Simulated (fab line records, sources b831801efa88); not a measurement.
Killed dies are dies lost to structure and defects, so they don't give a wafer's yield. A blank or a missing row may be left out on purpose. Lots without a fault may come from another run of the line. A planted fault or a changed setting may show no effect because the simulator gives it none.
Chamber matching | flow gf180mcu | GF_V2_CMP_26 on cmp-02: 4 sister chambers
The step polishes, stops on SiO2, t overpolish 15 s, target thk 0 nm. 4 wafers are shown with their chamber, then 12 later ones without.

WAFERS WITH THEIR CHAMBER
wafer  | chamber | motor_current_A (A)
L088.5 | 1       | 10.0
L091.3 | 2       | 10.1
L091.4 | 0       | 13.4
L091.6 | 3       | 9.2

WAFERS WITHOUT THEIR CHAMBER
wafer  | motor_current_A (A)
L092.1 | 10.4
L092.4 | 10.0
L092.6 | 10.4
L093.3 | 9.6
L093.4 | 9.5
L093.6 | 12.9
L094.1 | 10.1
L094.2 | 9.1
L094.4 | 13.4
L097.3 | 10.1
L097.4 | 10.4
L097.5 | 9.3

WHICH CHAMBER EACH WENT THROUGH
wafer  | from the rows above          | in truth
L092.1 | can't be placed: 2 or 1      | 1
L092.4 | can't be placed: 1 or 2      | 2
L092.6 | can't be placed: 2 or 1      | 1
L093.3 | can't be placed: 1 or 3 or 2 | 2
L093.4 | can't be placed: 3 or 1 or 2 | 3
L093.6 | 0                            | 0
L094.1 | can't be placed: 2 or 1      | 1
L094.2 | 3                            | 3
L094.4 | 0                            | 0
L097.3 | can't be placed: 2 or 1      | 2
L097.4 | can't be placed: 2 or 1      | 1
L097.5 | 3                            | 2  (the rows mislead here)
Placed correctly: 3 of 12. Can't be placed from these rows: 8 (the true chamber is among the candidates in 8). Placed wrongly: 1.
How it was worked out, from the rows above alone: a wafer's distance from a chamber is the root of the sum, over the readings, of the square of ((its reading less the chamber's mean) divided by the reading's scatter). The wafer belongs to the nearest chamber; if the next one is less than 2 further off, it can't be placed. A chamber's mean is the mean of its shown wafers. The scatter: with one shown wafer a chamber, the root of the mean of the squares of how far each hidden wafer lies from its nearest shown one.
